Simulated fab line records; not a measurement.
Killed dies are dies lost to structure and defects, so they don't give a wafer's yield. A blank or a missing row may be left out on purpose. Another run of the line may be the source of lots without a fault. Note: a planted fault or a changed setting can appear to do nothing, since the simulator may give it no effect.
Matching of chambers + flow sky130 + SKY_FIELD_ISO_ETCH_17 on rieSi-01 has 4 sister chambers
The step etches Si in HBr/Cl2/O2, target depth 342 nm, time 97.7 s. 16 wafers are shown with their chamber, then 8 later ones without.

## WAFERS, EACH WITH ITS CHAMBER
| wafer  | chamber | drypumpMotorCurrentA (A) | oesProductAu (a.u.) | throttleValvePct (%) |
|--------|---------|--------------------------|---------------------|----------------------|
| L428.1 | 2       | 5.1                      | 1.003               | 25.656               |
| L428.2 | 3       | 5.9                      | 1.030               | 25.642               |
| L428.5 | 3       | 6.0                      | 1.029               | 25.642               |
| L429.1 | 2       | 5.2                      | 1.005               | 25.667               |
| L429.2 | 1       | 5.6                      | 1.009               | 25.647               |
| L429.5 | 2       | 5.2                      | 1.004               | 25.645               |
| L432.1 | 1       | 5.6                      | 1.007               | 25.652               |
| L432.2 | 3       | 5.9                      | 1.013               | 25.650               |
| L432.5 | 3       | 5.9                      | 1.019               | 25.637               |
| L440.2 | 2       | 5.2                      | 1.020               | 25.643               |
| L440.4 | 3       | 5.9                      | 1.014               | 25.640               |
| L440.6 | 3       | 5.9                      | 1.031               | 25.639               |
| L442.2 | 2       | 5.2                      | 1.008               | 25.652               |
| L442.4 | 1       | 5.6                      | 1.001               | 25.669               |
| L442.5 | 1       | 5.5                      | 1.008               | 25.672               |
| L444.2 | 0       | 5.4                      | 0.993               | 25.649               |

SIGNATURES (means of the wafers above)
| reading              | chamber 0 | chamber 1 | chamber 2 | chamber 3 | scatter within a chamber |
|----------------------|-----------|-----------|-----------|-----------|--------------------------|
| drypumpMotorCurrentA | 5.400     | 5.575     | 5.180     | 5.917     | 0.0446                   |
| oesProductAu         | 0.99300   | 1.00625   | 1.00800   | 1.02267   | 0.00694                  |
| throttleValvePct     | 25.64900  | 25.66000  | 25.65260  | 25.64167  | 0.0088                   |
Rule: a wafer's distance from a chamber is the root of the sum, over the readings, of the square of ((its reading less the chamber's mean) divided by the reading's scatter). If the next closest chamber is less than 2 further off than the closest, the wafer can't be placed; otherwise it belongs to the closest. The scatter is the square root of a quotient: the sum, over the shown wafers, of each reading's squared deviation from its chamber's mean, divided by wafers minus chambers.

## WAFERS WHOSE CHAMBER IS MISSING
| wafer  | drypumpMotorCurrentA (A) | oesProductAu (a.u.) | throttleValvePct (%) |
|--------|--------------------------|---------------------|----------------------|
| L444.4 | 5.6                      | 1.012               | 25.651               |
| L444.5 | 5.6                      | 1.017               | 25.659               |
| L446.1 | 5.5                      | 1.016               | 25.651               |
| L446.3 | 5.9                      | 1.016               | 25.650               |
| L446.5 | 5.9                      | 1.019               | 25.630               |
| L447.1 | 5.2                      | 1.010               | 25.645               |
| L447.3 | 5.4                      | 0.996               | 25.660               |
| L447.4 | 6.0                      | 1.013               | 25.643               |

## THE CHAMBER EACH PASSED THROUGH
| wafer  | from the rows above     | in truth |
|--------|-------------------------|----------|
| L444.4 | 1                       | 1        |
| L444.5 | 1                       | 1        |
| L446.1 | can't be placed: 1 or 0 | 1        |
| L446.3 | 3                       | 3        |
| L446.5 | 3                       | 3        |
| L447.1 | 2                       | 2        |
| L447.3 | 0                       | 0        |
| L447.4 | 3                       | 3        |
Correct placement for 7 of the 8. Unplaceable from these rows: 1, with the true chamber sitting among the candidates in 1. 0 placed wrongly.
